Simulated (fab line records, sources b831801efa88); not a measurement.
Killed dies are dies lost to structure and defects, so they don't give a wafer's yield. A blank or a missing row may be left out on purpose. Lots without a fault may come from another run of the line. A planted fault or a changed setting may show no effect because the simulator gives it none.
Problem report in the 8D (eight disciplines) form, filled by code | flow gf180mcu | the parts of the form that need people (team, actions taken, sign-off) are left out

1. THE PROBLEM
strip_time_to_endpoint_s at GF_LVPWELL_STRIP_10 reads a mean of 12.53 s on 3 wafers of 3 lots; wafers without a fault read 36.94 s with a standard deviation of 0.097. That is -99 or more standard deviations from the usual mean.
The step: strips in O2/N2.
First seen on wafer L956.1, day 5 21:57, on plasma_asher-04. The record holds 43 wafers of 15 lots with a number at this step. Rule for "out", or "out of limits": more than 4 standard deviations from the usual mean. The other wafers with a number count as sound.

2. WHAT IT IS AND WHAT IT IS NOT
question                    | is                       | is not
which readings at this step | strip_time_to_endpoint_s | drypump_motor_current_A, heater_power_w
which lots                  | L956, L957, L958         | L947, L948, L949, L953, L960, L961, L962, L963, L964, L966, L967, L968
which wafers of those lots  | L956.1, L957.1, L958.6   | L956.4, L957.3, L957.4, L958.3
read on which tools         | plasma_asher-04          | plasma_asher-01, plasma_asher-02
when                        | from day 5 21:57         | up to then (13 sound wafers); but 27 sound wafers of L957, L958, L960, L961, L962, L963, L964, L966, L967, L968 came after

3. SUSPECTS, AND WHAT RULES EACH OUT
Counting: a tool at a process step up to the reading stays a suspect if it ran every lot that is out. Sound lots after the first of them don't rule it out here, since some wafers of a struck lot are sound.
- litho_track-01 at GF_LVPWELL_COAT_02 (resist thk 3000 nm): kept. It ran every lot that is out, first L956 (day 5 14:05); its last sound lot up to then is L949 (day 4 03:23).
- plasma_asher-04 at GF_LVPWELL_STRIP_10 (strips in O2/N2): kept. It ran every lot that is out, first L956 (day 5 21:57); its last sound lot up to then is L947 (day 3 21:44). Its own readings are out on those wafers: strip_time_to_endpoint_s.
Left after counting: litho_track-01 at GF_LVPWELL_COAT_02, plasma_asher-04 at GF_LVPWELL_STRIP_10.

4. THE CAUSE (what the simulator had put in)
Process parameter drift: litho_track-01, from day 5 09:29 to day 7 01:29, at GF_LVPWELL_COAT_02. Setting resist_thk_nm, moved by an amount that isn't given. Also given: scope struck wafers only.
Counting left 2 suspects, and this tool is among them.

5. THE CHAIN OF EFFECTS, in route order
Each row: a reading whose mean over the struck wafers that have a number lies more than 3 standard deviations from the usual. Only readings for which the record gives a usual standard deviation are gone through. hours: the time from each lot's start at the first step in this table that gives one to its start at this step, as a median over the lots. sigmas: the change in usual standard deviations.
hours | step                | reading                  | usual   | on struck wafers | change | sigmas
0     | GF_LVPWELL_STRIP_10 | strip_time_to_endpoint_s | 36.94 s | 12.53            | -24.41 | -99 or more
The process steps in it:
- GF_LVPWELL_STRIP_10: strips in O2/N2.

6. WHAT WOULD HAVE CAUGHT IT SOONER
In this record the first reading out of limits was taken at day 5 21:57, 12 hours after the fault began at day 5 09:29.
Of the lots that are out (3), L958 began GF_LVPWELL_COAT_02 on litho_track-01 after day 5 21:57. A hold on the tool at that time would have spared it.
